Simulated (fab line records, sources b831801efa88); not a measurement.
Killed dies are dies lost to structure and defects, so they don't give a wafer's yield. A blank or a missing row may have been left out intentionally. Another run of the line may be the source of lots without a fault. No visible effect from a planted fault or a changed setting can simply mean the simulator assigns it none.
Chamber matching / flow sky130 / rie_si-01 running SKY_FIELD_ISO_ETCH_17: 4 sister chambers
The step etches Si in HBr/Cl2/O2, target depth 342 nm, time 97.7 s. 4 wafers are shown with their chamber, then 6 later ones without.

## WAFERS WITH THEIR CHAMBER
wafer=L390.5; chamber=3; drypump_motor_current_A (A)=6.2
wafer=L399.1; chamber=1; drypump_motor_current_A (A)=6.0
wafer=L399.3; chamber=2; drypump_motor_current_A (A)=6.2
wafer=L399.4; chamber=0; drypump_motor_current_A (A)=6.3

## WAFERS WITHOUT THEIR CHAMBER
wafer=L400.2; drypump_motor_current_A (A)=6.3
wafer=L400.5; drypump_motor_current_A (A)=6.0
wafer=L400.6; drypump_motor_current_A (A)=6.4
wafer=L401.1; drypump_motor_current_A (A)=6.2
wafer=L401.2; drypump_motor_current_A (A)=6.4
wafer=L401.4; drypump_motor_current_A (A)=6.0

## CHAMBER TAKEN BY EACH
wafer=L400.2; from the rows above=can't be placed: 0 or 2 or 3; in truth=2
wafer=L400.5; from the rows above=1; in truth=1
wafer=L400.6; from the rows above=can't be placed: 0 or 2 or 3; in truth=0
wafer=L401.1; from the rows above=can't be placed: 2 or 3 or 0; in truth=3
wafer=L401.2; from the rows above=can't be placed: 0 or 2 or 3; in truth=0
wafer=L401.4; from the rows above=1; in truth=1
Correct placement for 2 of the 6. Can't be placed from these rows: 4 (the true chamber is among the candidates in 4). Wrongly placed: 0.
How it was worked out, from the rows above alone: a wafer's distance from a chamber is the root of the sum, over the readings, of the square of ((its reading less the chamber's mean) divided by the reading's scatter). The wafer belongs to the nearest chamber; if the next one is less than 2 further off, it can't be placed. A chamber's mean is the mean of its shown wafers. The scatter (one wafer shown for each chamber): square how far every hidden wafer sits from the nearest shown wafer, average those squares and take the square root.
